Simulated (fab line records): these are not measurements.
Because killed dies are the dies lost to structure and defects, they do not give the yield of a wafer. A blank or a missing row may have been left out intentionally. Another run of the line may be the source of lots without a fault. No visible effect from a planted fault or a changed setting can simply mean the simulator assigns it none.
Problem report, 8D (eight disciplines) form, completed by code | flow gf180mcu | the parts of the form that need people (team, actions taken, sign-off) are left out

## 1. WHAT IS WRONG
At GF_SAB_WET_ETCH_12, run_length_s averages 71 s over 6 wafers from 2 lots, while fault-free wafers read 469 s, standard deviation 3.6. So: -99 or more standard deviations from the usual mean.
The step: etches SiO2 in dHF, target depth 22 nm, time 440 s.
The first sign was on wafer L786.1 at day 21 14:32, on wet_bench-01. The record holds 18 wafers of 6 lots with a number at this step. The rule behind "out" and "out of limits": a value lying over 4 standard deviations away from the usual mean. All remaining wafers that have a number are taken as sound.

## 2. WHAT IT IS, AND WHAT IT ISN'T
question                    | is                     | is not
which readings at this step | run_length_s           | -
which lots                  | L786, L788             | L769, L771, L790, L791
which wafers of those lots  | all that have a number | -
read on which tools         | wet_bench-01           | wet_bench-02, wet_bench-04
when                        | from day 21 14:32      | up to then (6 sound wafers); but 6 sound wafers of L790, L791 came after

## 3. THE SUSPECTS, EACH WITH WHAT RULES IT OUT
Counting: a tool at any process step up to the reading remains a suspect when it ran all the lots that are out and ran no sound lot after the first of those.
- wet_bench-01 at GF_SAB_WET_ETCH_12 (etches SiO2 in dHF, target depth 22 nm, time 440 s): kept. It processed each lot that is out, first L786 at day 21 14:32, and no sound lot thereafter; up to then, the last sound lot it processed was L771 at day 16 07:01. Its own run_length_s readings are out on those wafers.
After counting, what remains is wet_bench-01 at GF_SAB_WET_ETCH_12.

## 4. THE CAUSE (what the simulator had put in)
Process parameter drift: wet_bench-01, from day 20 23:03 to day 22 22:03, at GF_SAB_WET_ETCH_12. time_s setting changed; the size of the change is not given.
After counting, this tool was the only one left.

## 5. THE EFFECT CHAIN, in route order
Each row: a reading where the mean over the struck wafers with a number is more than 3 standard deviations away from the usual. Only readings whose record carries a usual standard deviation are examined. hours: median over the lots of the time between each lot's start at the first step of this table that gives one and its start at this step. sigmas: the change, counted in usual standard deviations.
hours | step               | reading      | usual | on struck wafers | change | sigmas
0     | GF_SAB_WET_ETCH_12 | run_length_s | 469 s | 71               | -398   | -99 or more
The process steps in it:
- GF_SAB_WET_ETCH_12: etches SiO2 in dHF, target depth 22 nm, time 440 s.

## 6. WHAT WOULD HAVE CAUGHT IT SOONER
In this record no reading fell out of limits until day 21 14:32, 15 hours after the fault had begun at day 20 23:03.
